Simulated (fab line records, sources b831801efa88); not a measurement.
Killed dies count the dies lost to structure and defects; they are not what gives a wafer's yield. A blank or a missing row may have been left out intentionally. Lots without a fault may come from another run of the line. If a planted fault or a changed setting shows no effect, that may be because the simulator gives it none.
fab line records	flow sky130
[record] lots = 6	wafers = 18	last_day = 50
route steps=708 shown SD_N@344 PAD_OPEN@708
lots with no fault: from the same line, run without faults
start_h: the number of hours between the record's first day and the start of the first shown wafer of the lot	wait_h: how many hours have passed since the lot's step before this one	" same as the row above	L1.1+2: one row covering several wafers at once	- no value, or no start was given	* or withheld: withheld	< > ~ a bound
route shown NAME@n: a module of which the file shows steps, and the number in the route of the first	usual: mean/standard deviation of fault-free wafers	same: alike in all rows	chamber/n: place in a boat	sites: the reading at each site	_std_site: the standard deviation of these	_edge_site: outer sites' mean less inner sites'	radius_mm: how far each site lies from the wafer's centre	mask NAME#n: copy n	behind: the tool/chamber that last shaped the wafer	hold: reason for holding the lot/hours on hold/outcome of the hold	device: whichever transistor did not switch (one of n, p or np)	end of line: the tests these same wafers got at the end of their route	a step with no rows: only its recipe	killed: the dies lost at the first sort to structure and to defects; this is not the yield of the wafer	map: per-die view of a wafer (x killed, . not killed, _ where there is no die)
set.NAME: the run value of the setting; set.NAME@STEP: its run value at that earlier step	model.NAME: the simulator's own value behind a step, which no gauge read
lots at selected steps of the route; one table per step, one row per wafer
services: from which hour (start_h, from the record's first day; less than 0 if before it) a tool's chamber was out of use, for how many hours, and why
[[steps]]
[step SKY_SD_N_COAT_02]
[recipe] resist = NOVOLAK	spin_rpm = 3000	resist_thk_nm = 1140
[step SKY_SD_N_SOFTBAKE_03]
[recipe] temp_c = 90	time_s = 60	resist = NOVOLAK
[step SKY_SD_N_EXPOSE_04]
[recipe] mask_id = NSDM	na = 0.6	source_shape = conventional	sigma_outer = 0.6	polarization = unpolarized	target_cd_nm = 380	dose_mj = 141
[step SKY_SD_N_PEB_05]
[recipe] temp_c = withheld	time_s = *	resist = NOVOLAK
[step SKY_SD_N_DEVELOP_06]
[recipe] resist = NOVOLAK	developer = TMAH	develop_time_s = 60	dev_temp_c = 23
[step SKY_SD_N_CD_MEAS_07]
[recipe] target_cd_nm = 380
[usual] cd_nm = 379.2/2.5
lot.wafer	tool	chamber	start_h	wait_h	cd_nm
L314.1	cd_sem-02	-	652.46	0.1	380.7
L314.2	"	-	"	"	377.9
L314.6	"	-	"	"	378.2
L318.1	cd_sem-02	-	682.16	0.1	383.5
L318.2	"	-	"	"	382.8
L318.6	"	-	"	"	381.6
L325.1	cd_sem-01	-	757.91	0.1	378.8
L325.3	"	-	"	"	376.9
L325.4	"	-	"	"	376.4
L326.1	cd_sem-01	-	762.16	0.1	376.9
L326.4	"	-	"	"	376.6
L326.5	"	-	"	"	376.9
L333.4	cd_sem-02	-	803.88	0.1	384.5
L333.5	"	-	"	"	382.2
L333.6	"	-	"	"	383.8
L335.2	cd_sem-02	-	818.43	0.1	379.1
L335.3	"	-	"	"	378.0
L335.4	"	-	"	"	381.0
[step SKY_SD_N_OVL_MEAS_08]
[usual] SD_N_OVL = -0.1/1.2
lot.wafer	tool	chamber	start_h	wait_h	SD_N_OVL[nm]
L314.1	overlay-01	-	652.58	0.1	1.6
L314.2	"	-	"	"	0.1
L314.6	"	-	"	"	1.8
L318.1	overlay-02	-	682.28	0.1	0.5
L318.2	"	-	"	"	0.3
L318.6	"	-	"	"	-0.3
L325.1	overlay-02	-	758.03	0.1	0.7
L325.3	"	-	"	"	0.9
L325.4	"	-	"	"	-1.0
L326.1	overlay-02	-	762.28	0.1	-0.4
L326.4	"	-	"	"	-1.4
L326.5	"	-	"	"	-1.2
L333.4	overlay-01	-	803.96	0.1	-1.6
L333.5	"	-	"	"	0.0
L333.6	"	-	"	"	-3.4
L335.2	overlay-01	-	818.54	0.1	0.1
L335.3	"	-	"	"	-2.8
L335.4	"	-	"	"	-1.6
[step SKY_SD_N_IMPLANT_09]
[recipe] species = As	energy_kev = 50	dose_cm2 = 4e+15	tilt_deg = 0
[step SKY_SD_N_IMPLANT_10]
[recipe] species = P	energy_kev = 20	dose_cm2 = 1e+14	tilt_deg = 0
[step SKY_SD_N_STRIP_11]
[recipe] chemistry = O2/N2	power_w = 1400	pressure_mtorr = 1500	platen_temp_c = withheld	o2_flow_sccm = 3000	n2_flow_sccm = 300	overash_fraction = 0.5
[usual] drypump_motor_current_A = 6.1/0.3	oes_product_au = 0.527/0.0047	strip_time_to_endpoint_s = 22.57/0.041
[same] overash_fraction = 0.5
lot.wafer	tool	chamber	start_h	wait_h	drypump_motor_current_A	oes_product_au	rf_hours_counter_h	strip_time_to_endpoint_s
L314.1	plasma_asher-02	1	652.91	0.1	5.6	0.530	53	22.57
L314.2	"	0	"	"	5.8	0.522	53	22.52
L314.6	"	1	"	"	5.6	0.529	-	22.51
L318.1	plasma_asher-03	1	682.62	0.1	6.0	0.530	24	22.58
L318.2	"	0	"	"	6.4	0.527	24	22.59
L318.6	"	0	"	"	6.4	0.516	-	22.61
L325.1	plasma_asher-02	1	758.37	0.1	5.6	0.522	64	22.55
L325.3	"	1	"	"	5.6	0.527	-	22.55
L325.4	"	0	"	"	5.8	0.525	-	22.57
L326.1	plasma_asher-03	1	762.62	0.1	6.0	0.529	32	22.54
L326.4	"	0	"	"	6.4	0.526	-	22.54
L326.5	"	0	"	"	6.5	0.527	-	22.52
L333.4	plasma_asher-03	1	804.31	0.1	6.0	0.534	-	22.54
L333.5	"	0	"	"	6.4	0.531	-	22.51
L333.6	"	1	"	"	6.0	0.527	-	22.54
L335.2	plasma_asher-02	1	818.87	0.1	5.6	0.530	70	22.56
L335.3	"	0	"	"	5.9	0.525	-	22.57
L335.4	"	1	"	"	5.6	0.532	-	22.49
[step SKY_SD_N_TW_MEAS_12]
[usual] SD_N_TW = 3988/18
lot.wafer	tool	chamber	start_h	wait_h	SD_N_TW
L314.1	film_metro-04	-	653.01	0.1	3994
L314.2	"	-	"	"	3981
L314.6	"	-	"	"	3982
L318.1	film_metro-04	-	682.72	0.1	4025
L318.2	"	-	"	"	4029
L318.6	"	-	"	"	4023
L325.1	film_metro-04	-	758.47	0.1	3986
L325.3	"	-	"	"	3993
L325.4	"	-	"	"	3972
L326.1	film_metro-02	-	762.72	0.1	3961
L326.4	"	-	"	"	3983
L326.5	"	-	"	"	3976
L333.4	film_metro-01	-	804.41	0.1	3979
L333.5	"	-	"	"	4030
L333.6	"	-	"	"	4008
L335.2	film_metro-02	-	818.98	0.1	4021
L335.3	"	-	"	"	4021
L335.4	"	-	"	"	4017
[step SKY_SD_N_CLEAN_13]
[recipe] chemistry = SC1/SC2	mix = 1:4:20	temp_c = 70	time_s = 150	dry = n2_spin
[step SKY_SD_N_RTA_14]
[recipe] temp_c = 1075	time_s = 2	idle_temp_c = 650	ramp_up_c_per_s = 150	ramp_down_c_per_s = 90	ambient = N2
[usual] lamp_power_pct = 15.73/0.053	ramp_up_c_per_s = 150.00/0.028	wafer_temp_C_max = 1078.2/1.5
lot.wafer	tool	chamber	start_h	wait_h	lamp_power_pct	ramp_up_c_per_s	wafer_temp_C_max
L314.1	rtp_anneal-01	0	653.13	0.0	15.70	149.99	1077.9
L314.2	"	0	"	"	15.79	150.03	1079.5
L314.6	"	0	"	"	15.77	150.01	1078.4
L318.1	rtp_anneal-01	0	682.83	0.0	15.72	149.96	1079.5
L318.2	"	0	"	"	15.72	149.98	1076.4
L318.6	"	0	"	"	15.72	150.04	1081.9
L325.1	rtp_anneal-01	0	758.58	0.0	15.74	44.993	1076.6
L325.3	"	0	"	"	15.74	44.983	1078.5
L325.4	"	0	"	"	15.76	45.018	1080.3
L326.1	rtp_anneal-01	0	762.83	0.0	15.82	44.987	1077.4
L326.4	"	0	"	"	15.71	44.982	1079.4
L326.5	"	0	"	"	15.68	44.970	1078.1
L333.4	rtp_anneal-02	0	804.51	0.0	15.75	149.98	1078.2
L333.5	"	0	"	"	15.75	150.01	1078.3
L333.6	"	0	"	"	15.78	149.98	1076.5
L335.2	rtp_anneal-02	0	819.09	0.0	15.75	150.00	1076.4
L335.3	"	0	"	"	15.74	150.01	1076.5
L335.4	"	0	"	"	15.62	150.02	1078.3
[step SKY_PAD_OPEN_PROBE_99]
[usual] killed_at_M0_to_M3 = 44/7.1	killed_at_M4_up = 3.3/1.8	killed_at_contacts = 24/5.1	killed_at_front_end = 16/4.7	killed_at_other = 0.3/0.52	killed_dies = 87/9.7	killed_open = 47/6.8	killed_short = 39/6.7
[same] gross_dies = 492	killed_at_back_side = 0
lot.wafer	tool	chamber	start_h	wait_h	killed_at_M0_to_M3	killed_at_M4_up	killed_at_contacts	killed_at_front_end	killed_at_other	killed_dies	killed_open	killed_short	model.etest.res_xhigh_po.line_ohm_um	model.etest.res_xhigh_po.rs_ohm_sq	model.etest.res_pdiff.line_ohm_um	model.etest.res_high_po.line_ohm_um	model.etest.licon_high_po.rc_ohm	model.etest.res_high_po.rs_ohm_sq	model.etest.res_pdiff_hv.rs_ohm_sq	model.etest.res_pdiff.rs_ohm_sq
L314.1	prober-01	-	1081.75	0.1	43	3	25	18	0	89	44	45	5608	1987	1384	740.3	348.6	259.5	196.6	200.8
L314.2	prober-01	-	1081.80	0.1	40	5	23	17	0	85	56	29	5667	2000	1394	739	358.4	258.5	195.1	200.8
L314.6	prober-01	-	1082.00	0.2	32	3	21	15	1	72	39	33	5574	1947	1386	733.2	338.2	257.3	196.6	202
L318.1	prober-01	-	1102.70	0.1	46	3	32	15	0	96	54	42	5583	1942	1384	710.4	332.7	253.7	192.2	199.2
L318.2	prober-01	-	1102.75	0.1	44	1	12	13	0	70	41	28	5534	1950	1400	727.2	348.4	256.5	193.1	200.2
L318.6	prober-01	-	1102.95	0.2	52	2	14	17	0	85	41	44	5513	1956	1420	724.2	358.3	254.2	192.6	201.3
L325.1	prober-01	-	1153.17	0.1	62	3	17	16	0	98	50	47	5110	1778	1285	686.7	303.4	239	180.3	185.9
L325.3	prober-01	-	1153.27	0.2	50	2	21	11	0	84	49	35	5214	1816	1293	694.3	307	241.2	178.9	186.6
L325.4	prober-01	-	1153.32	0.2	41	5	21	11	0	78	48	30	5082	1774	1290	674	299.3	238.4	181.2	187
L326.1	prober-01	-	1156.95	0.1	59	5	17	20	0	101	55	46	5038	1766	1305	686.1	296.1	240.3	177.9	185.3
L326.4	prober-01	-	1157.10	0.2	33	1	25	24	0	83	45	38	5150	1777	1268	698	293.9	241.4	178.9	184.5
L326.5	prober-01	-	1157.15	0.2	46	5	25	15	0	91	51	40	5020	1752	1285	701.5	308.9	242.9	180.5	184.6
L333.4	prober-02	-	1181.21	0.2	34	3	23	10	0	70	40	30	5771	2014	1348	759.2	353.3	265.9	192.2	199.9
L333.5	prober-02	-	1181.26	0.2	51	5	26	25	1	108	51	54	5627	1965	1312	746.9	348.7	258.6	192.7	199.8
L333.6	prober-02	-	1181.31	0.2	47	3	30	15	1	96	55	40	5751	1983	1351	751	353.6	263.4	193.8	199.1
L335.2	prober-02	-	1192.22	0.1	40	1	38	17	1	97	57	39	5402	1864	1390	728.2	337.5	249	187.9	193.5
L335.3	prober-02	-	1192.27	0.2	43	1	28	11	1	84	41	42	5396	1899	1413	710.5	332.3	250	188.1	192.9
L335.4	prober-02	-	1192.32	0.2	31	1	25	13	2	72	44	26	5839	2033	1351	737.8	350.7	259.2	187.8	194.3
// killed by level:class
L314.1 VIA1:geometric_particle:open=9 CONTACT:geometric_particle:open=8 CONTACT:geometric_particle:short=7 VIA1:geometric_particle:short=7 FIELD_ISO:geometric_particle:short=6 VIA3:geometric_particle:open=6 VIA2:geometric_particle:open=5 POLY_GATE:geometric_particle:open=4
L314.2 VIA2:geometric_particle:open=11 VIA1:geometric_particle:open=9 CONTACT:geometric_particle:open=8 LI_CONTACT:geometric_particle:open=7 METAL1:geometric_particle:short=5 FIELD_ISO:geometric_particle:open=4 POLY_GATE:geometric_particle:open=4 LI_CONTACT:geometric_particle:short=3
L314.6 CONTACT:geometric_particle:open=12 VIA1:geometric_particle:open=7 VIA1:geometric_particle:short=6 SPACER:geometric_particle:open=4 LI_CONTACT:geometric_particle:open=4 METAL1:geometric_particle:short=4 VIA2:geometric_particle:open=3 VIA3:geometric_particle:open=3
L318.1 VIA1:geometric_particle:open=13 LI_CONTACT:geometric_particle:open=13 CONTACT:geometric_particle:open=9 VIA2:geometric_particle:open=8 LI_CONTACT:geometric_particle:short=6 VIA1:geometric_particle:short=6 FIELD_ISO:geometric_particle:short=4 POLY_GATE:geometric_particle:short=4
L318.2 VIA1:geometric_particle:open=11 VIA2:geometric_particle:open=7 POLY_GATE:geometric_particle:open=6 METAL1:geometric_particle:short=5 VIA3:geometric_particle:open=5 VIA2:geometric_particle:short=4 LI_CONTACT:geometric_particle:open=4 CONTACT:geometric_particle:short=3
L318.6 METAL1:geometric_particle:short=9 VIA1:geometric_particle:open=9 VIA3:geometric_particle:open=8 CONTACT:geometric_particle:open=7 METAL2:geometric_particle:short=6 VIA1:geometric_particle:short=6 FIELD_ISO:geometric_particle:open=5 FIELD_ISO:geometric_particle:short=4
L325.1 VIA1:geometric_particle:open=15 METAL1:geometric_particle:short=9 VIA2:geometric_particle:open=7 VIA1:geometric_particle:short=6 VIA3:geometric_particle:open=6 LI_CONTACT:geometric_particle:open=5 VIA3:geometric_particle:short=5 FIELD_ISO:geometric_particle:short=4
L325.3 VIA1:geometric_particle:open=16 VIA2:geometric_particle:open=9 LI_CONTACT:geometric_particle:open=6 VIA1:geometric_particle:short=6 LOCAL_INTERCONNECT:geometric_particle:short=5 CONTACT:geometric_particle:open=5 METAL2:geometric_particle:short=5 CONTACT:geometric_particle:short=4
L325.4 VIA1:geometric_particle:open=14 CONTACT:geometric_particle:open=7 VIA3:geometric_particle:open=6 CONTACT:geometric_particle:short=6 VIA3:geometric_particle:short=6 VIA1:geometric_particle:short=5 LI_CONTACT:geometric_particle:open=3 VIA2:geometric_particle:open=3
L326.1 VIA1:geometric_particle:open=15 METAL2:geometric_particle:short=12 VIA2:geometric_particle:open=10 POLY_GATE:geometric_particle:open=8 VIA1:geometric_particle:short=7 CONTACT:geometric_particle:open=6 VIA3:geometric_particle:open=6 FIELD_ISO:geometric_particle:open=4
L326.4 CONTACT:geometric_particle:open=8 FIELD_ISO:geometric_particle:open=7 VIA1:geometric_particle:open=7 FIELD_ISO:geometric_particle:short=6 LI_CONTACT:geometric_particle:open=6 LOCAL_INTERCONNECT:geometric_particle:short=6 VIA1:geometric_particle:short=5 CONTACT:geometric_particle:short=4
L326.5 VIA1:geometric_particle:open=11 LI_CONTACT:geometric_particle:open=8 CONTACT:geometric_particle:open=7 VIA2:geometric_particle:open=7 LOCAL_INTERCONNECT:geometric_particle:short=6 METAL1:geometric_particle:short=6 METAL2:geometric_particle:short=5 VIA3:geometric_particle:open=5
L333.4 CONTACT:geometric_particle:open=13 VIA1:geometric_particle:open=8 METAL2:geometric_particle:short=5 FIELD_ISO:geometric_particle:open=4 LI_CONTACT:geometric_particle:open=4 VIA2:geometric_particle:open=4 METAL3:geometric_particle:short=4 LOCAL_INTERCONNECT:geometric_particle:short=3
L333.5 CONTACT:geometric_particle:open=10 VIA1:geometric_particle:open=9 POLY_GATE:geometric_particle:short=7 POLY_GATE:geometric_particle:open=7 VIA2:geometric_particle:open=7 METAL2:geometric_particle:short=7 LOCAL_INTERCONNECT:geometric_particle:short=6 VIA1:geometric_particle:short=5
L333.6 LI_CONTACT:geometric_particle:open=11 CONTACT:geometric_particle:open=10 METAL2:geometric_particle:short=8 VIA2:geometric_particle:short=8 VIA1:geometric_particle:open=7 FIELD_ISO:geometric_particle:open=6 VIA2:geometric_particle:open=6 CONTACT:geometric_particle:short=4
L335.2 CONTACT:geometric_particle:open=15 VIA3:geometric_particle:open=9 LI_CONTACT:geometric_particle:open=8 VIA1:geometric_particle:open=8 LOCAL_INTERCONNECT:geometric_particle:short=6 FIELD_ISO:geometric_particle:short=5 POLY_GATE:geometric_particle:short=5 CONTACT:geometric_particle:short=5
L335.3 CONTACT:geometric_particle:open=11 METAL3:geometric_particle:short=8 VIA1:geometric_particle:open=8 METAL2:geometric_particle:short=7 LI_CONTACT:geometric_particle:open=6 FIELD_ISO:geometric_particle:open=4 LI_CONTACT:geometric_particle:short=4 LOCAL_INTERCONNECT:geometric_particle:short=4
L335.4 CONTACT:geometric_particle:open=11 VIA1:geometric_particle:open=8 VIA2:geometric_particle:open=7 FIELD_ISO:geometric_particle:open=6 LOCAL_INTERCONNECT:geometric_particle:short=5 VIA3:geometric_particle:open=5 LI_CONTACT:geometric_particle:open=4 CONTACT:geometric_particle:short=4
[[services]]
tool	chamber	start_h	hours	kind
plasma_asher-03	-	642.81	1.4	repair
plasma_asher-03	-	659.61	1.0	repair
rtp_anneal-02	-	738.92	0.4	repair
[[key]]
[first_sign] step = SKY_SD_N_RTA_14	reading = ramp_up_c_per_s	direction = down	sigmas = 99+	usual = 150.00	struck = 44.989
effect none on later readings
[model_effect] step = SKY_PAD_OPEN_PROBE_99	value = etest.res_xhigh_po.line_ohm_um	without = 5724	struck = 5102
met_at SKY_SD_N_RTA_14
struck_wafers L325.1,L325.3,L325.4,L326.1,L326.4,L326.5
tester_left_out L325,L326
onset_between 682.83 758.58
[fault] kind = process_parameter_drift	tool = rtp_anneal-01	chamber = -	onset_h = 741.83	steps = SKY_SD_N_RTA_14	channel = ramp_up_c_per_s	offset = -105	shape = step	end_h = 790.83	acts_in = these_recipes_only	stated = 150
// tester_left_out: of these lots the tester's yield and bins aren't shown, on N5 and GAA mostly nor the transistor test; their killed dies are dies lost to structure and defects alone, not to doping, threshold or leakage, so they don't give the yield
